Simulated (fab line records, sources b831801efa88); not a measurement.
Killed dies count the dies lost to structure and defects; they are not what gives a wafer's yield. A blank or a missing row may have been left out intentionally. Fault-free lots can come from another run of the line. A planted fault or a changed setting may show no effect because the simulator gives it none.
fab line records	flow sfqLine
record: lots: 14	wafers: 42	lastDay: 80
route steps=325 shown I5@232 I6@276 I7@307
lots with no fault: from the same line, run without faults
startH: start of the lot's first displayed wafer, in hours after the record's first day	waitH: time in hours since the lot's previous step	" the same as in the row above	L1.1+2: a row that stands for several wafers	- no value, or no start was given	* or withheld: withheld	< > ~ a bound
route shown NAME@n: a module of which the file shows steps, and the number in the route of the first	usual: mean and standard deviation over wafers with no fault	same: alike in all rows	chamber/n: place in a boat	sites: the reading at each site	_std_site: their standard deviation	_edge_site: outer sites' mean less inner sites'	radiusMm: how far each site lies from the wafer's centre	mask NAME#n: copy n	behind: the most recent tool/chamber to have shaped the wafer	hold: why the lot went on hold/how many hours it stayed there/how the hold came to an end	device: the n, p or np transistor that did not switch	end of line: at the end of the route, the tests of the same wafers	step lacking rows: just its recipe	killed: not the wafer's yield, but the dies lost to structure and defects at the first sort	map: per-die view of a wafer (x killed, . not killed, _ where there is no die)
set.NAME: the setting as run; set.NAME@STEP: as run at that earlier step	model.NAME: the simulator's own value behind a step, which no gauge read
the route's steps for a sample of lots (tables are steps, rows are wafers)
services: a tool's chamber out of use, with start hour (startH, from the record's first day; less than 0 if before it), hours out, and reason
== steps ==
step: SFQ_TRILAYER_I5_LITHO_EXPOSE_145
recipe: maskId: I5	na: 0.6	sourceShape: conventional	sigmaOuter: 0.65	targetCdNm: 700	doseMj: 21.3
usual: exposureDoseMJCm2: 21.302/0.02	focusOffsetNm: -0.1/0.49
lot.wafer	tool	chamber	startH	waitH	mask	exposureDoseMJCm2	focusOffsetNm
L498.1	krfScanner-02	0	1397.19	-	I5#0	21.305	0.3
L498.3	"	0	"	"	I5#0	21.317	0.0
L498.4	"	0	"	"	I5#0	21.341	-0.2
L499.1	krfScanner-02	0	1400.79	-	I5#0	21.276	0.2
L499.5	"	0	"	"	I5#0	21.294	0.3
L499.6	"	0	"	"	I5#0	21.306	-0.2
L500.2	krfScanner-02	0	1405.79	-	I5#0	21.312	-1.3
L500.3	"	0	"	"	I5#0	21.321	-0.3
L500.4	"	0	"	"	I5#0	21.283	-0.5
L501.1	krfScanner-02	0	1410.39	-	I5#0	21.289	1.1
L501.2	"	0	"	"	I5#0	21.289	-0.7
L501.5	"	0	"	"	I5#0	21.301	-0.6
L502.4	krfScanner-01	0	1424.31	-	I5#0	21.297	0.8
L502.5	"	0	"	"	I5#0	21.329	-0.3
L502.6	"	0	"	"	I5#0	21.313	0.3
L503.3	krfScanner-01	0	1429.06	-	I5#0	21.316	0.0
L503.4	"	0	"	"	I5#0	21.297	-1.0
L503.6	"	0	"	"	I5#0	21.337	-0.1
L504.1	krfScanner-01	0	1432.26	-	I5#0	21.275	-0.5
L504.2	"	0	"	"	I5#0	21.311	-1.3
L504.4	"	0	"	"	I5#0	21.295	0.2
L505.1	krfScanner-01	0	1433.46	-	I5#0	21.284	0.0
L505.3	"	0	"	"	I5#0	21.301	-0.5
L505.5	"	0	"	"	I5#0	21.277	-0.1
L506.3	krfScanner-01	0	1435.06	-	I5#0	21.306	-0.4
L506.4	"	0	"	"	I5#0	21.311	-0.2
L506.5	"	0	"	"	I5#0	21.300	0.0
L507.4	krfScanner-01	0	1473.91	-	I5#0	21.293	0.0
L507.5	"	0	"	"	I5#0	21.289	0.1
L507.6	"	0	"	"	I5#0	21.337	-0.5
L508.1	krfScanner-01	0	1475.71	-	I5#0	21.317	-0.5
L508.2	"	0	"	"	I5#0	21.317	-0.3
L508.4	"	0	"	"	I5#0	21.308	-0.4
L509.1	krfScanner-02	0	1477.03	-	I5#0	21.282	0.2
L509.2	"	0	"	"	I5#0	21.305	0.2
L509.4	"	0	"	"	I5#0	21.307	0.4
L519.1	krfScanner-02	-	1559.68	-	I5#0	-	-
L519.2	"	-	"	"	I5#0	-	-
L519.6	"	-	"	"	I5#0	-	-
L520.2	krfScanner-02	-	1567.43	-	I5#0	-	-
L520.4	"	-	"	"	I5#0	-	-
L520.6	"	-	"	"	I5#0	-	-
step: SFQ_TRILAYER_I5_STRIP_STRIP_148
recipe: gas: O2	powerW: 200	platenTempC: 40	overashFraction: 0.65	chemistry: O2	pressureMtorr: 50
usual: drypumpMotorCurrentA: 5.3/0.38	oesProductAu: 1.011/0.011	platenTempC: 39.99/0.12
lot.wafer	tool	chamber	startH	waitH	drypumpMotorCurrentA	oesProductAu	platenTempC	rfHoursCounterH
L498.1	rieMetal-01	0	1398.91	-	5.1	1.029	40.10	38
L498.3	"	0	"	"	5.1	1.027	40.07	-
L498.4	"	1	"	"	5.2	1.016	40.04	-
L499.1	rieMetal-01	0	1402.51	-	5.1	1.026	39.78	39
L499.5	"	1	"	"	5.1	1.016	39.97	-
L499.6	"	0	"	"	5.1	1.017	39.93	-
L500.2	rieMetal-01	0	1407.31	-	5.1	1.031	39.87	39
L500.3	"	0	"	"	5.1	1.011	40.01	-
L500.4	"	1	"	"	5.2	1.027	40.04	-
L501.1	rieMetal-04	0	1412.11	-	5.1	1.021	39.91	1
L501.2	"	1	"	"	4.9	0.997	39.96	17
L501.5	"	0	"	"	5.1	1.007	39.85	-
L502.4	rieMetal-02	1	1425.64	-	5.9	1.027	40.04	-
L502.5	"	0	"	"	5.8	1.009	40.01	-
L502.6	"	1	"	"	5.9	1.025	40.03	-
L503.3	rieMetal-04	1	1430.58	-	4.8	1.005	39.92	-
L503.4	"	0	"	"	5.1	1.010	39.96	-
L503.6	"	0	"	"	5.1	1.015	40.18	-
L504.1	rieMetal-02	1	1433.98	-	5.9	1.015	39.91	28
L504.2	"	0	"	"	5.8	1.020	40.02	73
L504.4	"	0	"	"	5.7	1.014	40.03	-
L505.1	rieMetal-04	0	1435.18	-	5.1	1.005	39.74	4
L505.3	"	1	"	"	4.9	0.997	39.89	-
L505.5	"	1	"	"	4.9	1.005	39.99	-
L506.3	rieMetal-01	1	1436.58	-	5.2	1.020	39.94	-
L506.4	"	0	"	"	5.1	1.013	40.03	-
L506.5	"	0	"	"	5.1	1.011	40.07	-
L507.4	rieMetal-02	1	1475.23	-	5.9	1.027	39.92	-
L507.5	"	0	"	"	5.8	1.014	39.98	-
L507.6	"	1	"	"	5.9	1.024	40.04	-
L508.1	rieMetal-04	0	1477.43	-	5.1	1.008	39.90	8
L508.2	"	1	"	"	4.9	0.989	40.04	24
L508.4	"	0	"	"	5.1	1.002	39.92	-
L509.1	rieMetal-02	0	1478.76	-	5.7	1.017	40.06	78
L509.2	"	1	"	"	5.9	1.018	39.91	34
L509.4	"	1	"	"	5.9	1.012	39.89	-
L519.1	rieMetal-02	1	1561.40	-	5.9	0.999	39.86	49
L519.2	"	0	"	"	5.7	1.018	39.98	93
L519.6	"	1	"	"	5.9	0.998	40.03	-
L520.2	rieMetal-04	1	1568.95	-	4.8	0.986	40.13	41
L520.4	"	1	"	"	4.9	0.982	40.16	-
L520.6	"	0	"	"	5.1	1.014	39.94	-
step: SFQ_I6_OVL_MEAS_942
usual: I6_OVL: -2/5.6
lot.wafer	tool	chamber	startH	waitH	I6_OVL[nm]
L498.1	overlay-01	-	1557.58	0.1	6
L498.3	"	-	"	"	7
L498.4	"	-	"	"	2
L499.1	overlay-01	-	1562.38	0.1	3
L499.5	"	-	"	"	0
L499.6	"	-	"	"	-1
L500.2	overlay-02	-	1564.78	0.1	10
L500.3	"	-	"	"	11
L500.4	"	-	"	"	6
L501.1	overlay-02	-	1566.33	0.1	-8
L501.2	"	-	"	"	-11
L501.5	"	-	"	"	-10
L502.4	overlay-02	-	1575.35	0.1	-6
L502.5	"	-	"	"	0
L502.6	"	-	"	"	-2
L503.3	overlay-01	-	1578.54	0.1	3
L503.4	"	-	"	"	6
L503.6	"	-	"	"	3
L504.1	overlay-02	-	1579.53	0.1	-4
L504.2	"	-	"	"	-2
L504.4	"	-	"	"	2
L505.1	overlay-02	-	1581.93	0.1	-5
L505.3	"	-	"	"	-2
L505.5	"	-	"	"	-6
L506.3	overlay-02	-	1583.14	0.1	-15
L506.4	"	-	"	"	-11
L506.5	"	-	"	"	-6
L507.4	overlay-01	-	1633.20	0.1	8
L507.5	"	-	"	"	6
L507.6	"	-	"	"	5
L508.1	overlay-01	-	1634.38	0.1	0
L508.2	"	-	"	"	1
L508.4	"	-	"	"	1
L509.1	overlay-01	-	1635.58	0.1	-1
L509.2	"	-	"	"	-3
L509.4	"	-	"	"	-2
L519.1	overlay-02	-	1682.03	0.1	-2
L519.2	"	-	"	"	0
L519.6	"	-	"	"	-4
L520.2	overlay-02	-	1685.63	0.1	-1
L520.4	"	-	"	"	-13
L520.6	"	-	"	"	-10
step: SFQ_TRILAYER_I7_VIA_BARC_OPEN_VIA_ETCH_260
recipe: maskMaterial: PR	chemistry: O2	targetDepthNm: 125	target: BARC	sourceW: 500	biasW: 80	pressureMtorr: 30	timeS: 41.7
usual: drypumpMotorCurrentA: 5.7/0.35	oesProductAu: 0.684/0.0044
lot.wafer	tool	chamber	startH	waitH	drypumpMotorCurrentA	oesProductAu	rfHoursCounterH
L498.1	rieDiel-03	0	1691.71	0.0	4.8	0.679	1
L498.3	"	1	"	"	5.4	0.689	2
L498.4	"	3	"	"	5.9	0.683	7
L499.1	rieDiel-01	0	1700.11	0.0	5.6	0.679	10
L499.5	"	0	"	"	5.6	0.684	-
L499.6	"	3	"	"	6.2	0.680	-
L500.2	rieDiel-01	0	1706.11	0.0	5.6	0.688	11
L500.3	"	3	"	"	6.2	0.684	9
L500.4	"	2	"	"	5.8	0.686	10
L501.1	rieDiel-03	1	1708.51	0.0	5.5	0.684	2
L501.2	"	0	"	"	4.8	0.686	1
L501.5	"	1	"	"	5.4	0.686	-
L502.4	rieDiel-01	3	1721.71	0.0	6.2	0.687	9
L502.5	"	0	"	"	5.5	0.689	-
L502.6	"	3	"	"	6.2	0.680	-
L503.3	rieDiel-01	3	1727.71	0.0	6.2	0.683	9
L503.4	"	2	"	"	5.8	0.680	11
L503.6	"	2	"	"	5.8	0.685	-
L504.1	rieDiel-02	2	1733.71	0.0	5.8	0.690	17
L504.2	"	1	"	"	5.4	0.678	4
L504.4	"	3	"	"	5.8	0.692	10
L505.1	rieDiel-01	0	1742.11	0.0	5.6	0.694	11
L505.3	"	1	"	"	5.8	0.678	15
L505.5	"	0	"	"	5.6	0.679	-
L506.3	rieDiel-03	3	1745.71	0.0	5.8	0.689	8
L506.4	"	0	"	"	4.7	0.681	2
L506.5	"	1	"	"	5.4	0.686	-
L507.4	rieDiel-01	3	1772.11	0.0	6.2	0.683	9
L507.5	"	3	"	"	6.2	0.681	-
L507.6	"	2	"	"	5.8	0.685	-
L508.1	rieDiel-02	1	1775.71	0.0	5.5	0.679	4
L508.2	"	3	"	"	5.8	0.686	11
L508.4	"	0	"	"	6.1	0.687	6
L509.1	rieDiel-03	1	1778.11	0.0	5.5	0.688	3
L509.2	"	3	"	"	5.9	0.686	8
L509.4	"	2	"	"	5.7	0.684	-
L519.1	rieDiel-02	2	1818.01	0.0	5.9	0.682	17
L519.2	"	1	"	"	5.4	0.678	5
L519.6	"	0	"	"	6.1	0.680	-
L520.2	rieDiel-03	0	1819.21	0.0	4.8	0.684	2
L520.4	"	1	"	"	5.4	0.678	-
L520.6	"	0	"	"	4.7	0.678	-
== services ==
tool	chamber	startH	hours	kind
krfScanner-02	-	1421.19	7.2	pm
krfScanner-01	-	1425.65	0.3	repair
krfScanner-02	-	1429.59	1.0	pm
krfScanner-01	-	1446.66	1.0	pm
krfScanner-02	-	1467.18	0.8	pm
krfScanner-02	-	1469.13	1.3	pm
krfScanner-01	-	1476.91	1.3	pm
krfScanner-02	-	1484.80	0.3	repair
krfScanner-01	-	1505.32	0.8	pm
krfScanner-02	-	1536.38	4.0	repair
krfScanner-02	-	1554.34	0.2	repair
krfScanner-02	-	1594.13	1.0	pm
krfScanner-01	-	1602.05	0.5	repair
krfScanner-02	-	1606.55	1.0	repair
krfScanner-01	-	1616.28	1.0	pm
krfScanner-02	-	1644.43	1.3	pm
krfScanner-01	-	1650.56	0.4	repair
krfScanner-01	-	1653.32	1.3	pm
krfScanner-01	-	1673.82	0.8	pm
krfScanner-02	-	1694.93	4.4	pm
krfScanner-02	-	1706.50	7.1	repair
krfScanner-02	-	1713.55	3.6	pm
krfScanner-02	-	1745.33	1.0	repair
krfScanner-02	-	1764.19	1.0	pm
== key ==
firstSign: step: SFQ_TRILAYER_I5_LITHO_EXPOSE_145	reading: toolRecord	direction: missing
effect none on later readings
metAt SFQ_TRILAYER_I5_LITHO_EXPOSE_145
struckLots L519,L520
notActingAt SFQ_TRILAYER_I5_STRIP_STRIP_148,SFQ_I6_OVL_MEAS_942,SFQ_TRILAYER_I7_VIA_BARC_OPEN_VIA_ETCH_260
onsetBetween 1477.03 1559.68
fault: kind: skippedStepWhole	tool: krfScanner-02	chamber: -	onsetH: 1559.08	steps: SFQ_TRILAYER_I5_LITHO_EXPOSE_145	scope: struckLotsOnly
